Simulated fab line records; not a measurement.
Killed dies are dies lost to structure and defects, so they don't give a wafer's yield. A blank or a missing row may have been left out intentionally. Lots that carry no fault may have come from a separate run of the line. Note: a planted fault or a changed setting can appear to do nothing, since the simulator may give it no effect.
Which tool did it? ; flow sky130 ; Sampling: 12 lots, 36 wafers, 3 of 708 route steps

## WHAT THE GAUGES SHOWED, per wafer
SKY_GATE_OXIDE_OVL_MEAS_10. Usual: GATE_OXIDE_OVL gives 1.3 nm (standard deviation 1.2).
lot;measured;on;GATE_OXIDE_OVL (nm);flag
L358;day 14 00:20;overlay-02;2.6 1.5 2.0;
L359;day 14 06:52;overlay-02;1.6 1.0 0.6;
L360;day 14 20:43;overlay-01;1.1 1.5 0.9;
L362;day 15 19:28;overlay-01;1.3 0.3 1.3;
L364;day 16 08:50;overlay-01;2.3 2.2 1.9;
L367;day 17 11:29;overlay-02;1.0 0.9 0.8;
L368;day 18 01:48;overlay-01;1.7 0.0 0.4;
L371;day 19 00:37;overlay-02;0.3 0.6 2.4;
L377;day 21 07:44;overlay-01;-0.2 -0.4 2.9;
L376;day 21 08:03;overlay-01;2.3 2.2 4.0;
L380;day 22 08:12;overlay-02;0.6 -0.5 -0.9;
L381;day 22 20:06;overlay-02;-0.5 0.0 0.8;

SKY_GATE_OXIDE_TW_MEAS_14. Usual: GATE_OXIDE_TW gives 223.2 (standard deviation 1.5).
lot;measured;on;GATE_OXIDE_TW;flag
L358;day 14 00:44;film_metro-04;224.3 224.9 224.0;
L359;day 14 07:21;film_metro-01;223.1 223.8 222.5;
L360;day 14 21:07;film_metro-03;220.8 218.6 222.2;
L362;day 15 19:52;film_metro-04;224.9 225.2 225.4;
L364;day 16 09:14;film_metro-04;223.4 224.2 224.0;
L367;day 17 11:59;film_metro-01;224.0 223.4 224.6;
L368;day 18 02:11;film_metro-03;221.2 219.9 221.3;
L371;day 19 01:02;film_metro-01;222.3 222.9 222.0;
L377;day 21 08:08;film_metro-03;221.7 223.7 222.2;
L376;day 21 08:26;film_metro-03;223.3 221.6 222.3;
L380;day 22 08:36;film_metro-03;221.5 221.3 221.7;
L381;day 22 20:30;film_metro-04;223.5 223.6 224.5;

## WHAT TOOL EACH LOT RAN ON (gives the tool, then ch and the chambers of the sampled wafers, and finally the start)
lot;SKY_GATE_OXIDE_STRIP_13
L358;plasma_asher-01 ch 1, day 14 00:38
L359;plasma_asher-03 ch 0,1, day 14 07:14
L360;plasma_asher-04 ch 0,1, day 14 21:01
L362;plasma_asher-04 ch 0,1, day 15 19:46
L364;plasma_asher-01 ch 0,1, day 16 09:08
L367;plasma_asher-04 ch 0,1, day 17 11:53
L368;plasma_asher-04 ch 0,1, day 18 02:05
L371;plasma_asher-03 ch 0,1, day 19 00:56
L377;plasma_asher-03 ch 0,1, day 21 08:02
L376;plasma_asher-04 ch 0,1, day 21 08:20
L380;plasma_asher-04 ch 0,1, day 22 08:29
L381;plasma_asher-04 ch 0,1, day 22 20:24
- SKY_GATE_OXIDE_STRIP_13: strips in O2/N2.

## AS READ BY THE TOOLS THEMSELVES (means over the sampled wafers that have a number; for cases with no such wafer, the mark the record gives instead)
SKY_GATE_OXIDE_STRIP_13. Usual: drypump_motor_current_A 5.9 A, standard deviation 0.56; oes_product_au 0.715 a.u., standard deviation 0.005; strip_time_to_endpoint_s 14.19 s, standard deviation 0.041.
lot;tool;drypump_motor_current_A (A);oes_product_au (a.u.);strip_time_to_endpoint_s (s);flag
L358;plasma_asher-01;6.0;0.714;14.21;
L359;plasma_asher-03;6.1;0.713;14.21;
L360;plasma_asher-04;5.9;0.714;14.10;
L362;plasma_asher-04;5.9;0.718;14.15;
L364;plasma_asher-01;5.9;0.715;14.21;
L367;plasma_asher-04;5.8;0.715;14.24;
L368;plasma_asher-04;5.9;0.716;14.23;
L371;plasma_asher-03;6.1;0.716;14.16;
L377;plasma_asher-03;5.6;0.712;14.20;
L376;plasma_asher-04;5.9;0.713;14.21;
L380;plasma_asher-04;5.9;0.718;14.23;
L381;plasma_asher-04;5.8;0.714;14.16;

## THE ANSWER, worked out from the rows above alone
Rule: a lot is off if the mean of its wafers that have a number lies more than 3 standard deviations from the usual mean. A lot without any number at a reading at which 4 lots or more have one is off too. Where the step has rows for the other lots, those lots are counted as sound. Order of review: gauges by route order, followed by the tools' own readings, for which a lot's mean as printed above is used. The first step at which some lot is off is used, and at that step the reading that is off furthest; a lot without a number counts as furthest.
No lot is off on any of the readings shown, so nothing can be concluded from this.

## WHAT HAD BEEN PUT IN BY THE SIMULATOR
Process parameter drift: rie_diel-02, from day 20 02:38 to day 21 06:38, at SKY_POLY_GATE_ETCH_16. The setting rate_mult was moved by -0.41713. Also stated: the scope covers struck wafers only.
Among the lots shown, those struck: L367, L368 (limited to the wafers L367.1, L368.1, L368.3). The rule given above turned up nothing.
